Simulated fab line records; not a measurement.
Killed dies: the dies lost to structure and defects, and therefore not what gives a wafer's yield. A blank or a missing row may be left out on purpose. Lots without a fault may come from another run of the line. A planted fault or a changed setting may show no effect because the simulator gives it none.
What tool caused it? | flow sky130 | 6 lots, 18 wafers sampled, at 2 steps of a route of 708

## WHAT EACH GAUGE READ, for each wafer
SKY_RES_PROTECT_TW_MEAS_08.
lot  | measured     | on           | POLY_GATE_TW
L577 | day 16 20:01 | filmMetro-04 | 4052 4044 4072
L579 | day 17 05:16 | filmMetro-02 | 4112 4094 4100
L584 | day 19 08:10 | filmMetro-01 | 4028 3992 4000
L586 | day 21 22:55 | filmMetro-04 | 4039 4070 4053
L592 | day 22 02:17 | filmMetro-02 | 4073 4082 4081
L596 | day 23 23:25 | filmMetro-02 | 4049 4056 4052

## EACH LOT AND THE TOOL THAT RAN IT (in order: tool; ch and the chambers of the sampled wafers; start)
lot  | SKY_GATE_OXIDE_OXIDATION_16
L577 | furnace-01 ch 0, day 15 13:13
L579 | furnace-02 ch 0, day 15 22:09
L584 | furnace-01 ch 0, day 17 21:42
L586 | furnace-01 ch 0, day 20 12:44
L592 | furnace-02 ch 0, day 20 15:58
L596 | furnace-01 ch 0, day 22 12:21
- SKY_GATE_OXIDE_OXIDATION_16: stabilise 600 s, purge 300 s, target thk 3.57 nm.

## THE ANSWER, worked out from the rows above alone
Rule: usual is defined by the lots themselves. Put in order of their means at a reading, lots are off if they are a third of the lots or fewer, leave a main group of 4 or more, and stand apart from it by a gap of 3 or more times the standard deviation of the main group's means; of several such gaps the widest counts. If all means in a main group match to the digits the tables above print for the reading, that group is not used. Also off: a lot with no number at a reading for which 4 or more lots have one. Where the step has rows for the other lots, those lots are counted as sound.
Nothing can be told from this: no lot is off at any reading shown.

## WHAT THE SIMULATOR HAD PUT IN
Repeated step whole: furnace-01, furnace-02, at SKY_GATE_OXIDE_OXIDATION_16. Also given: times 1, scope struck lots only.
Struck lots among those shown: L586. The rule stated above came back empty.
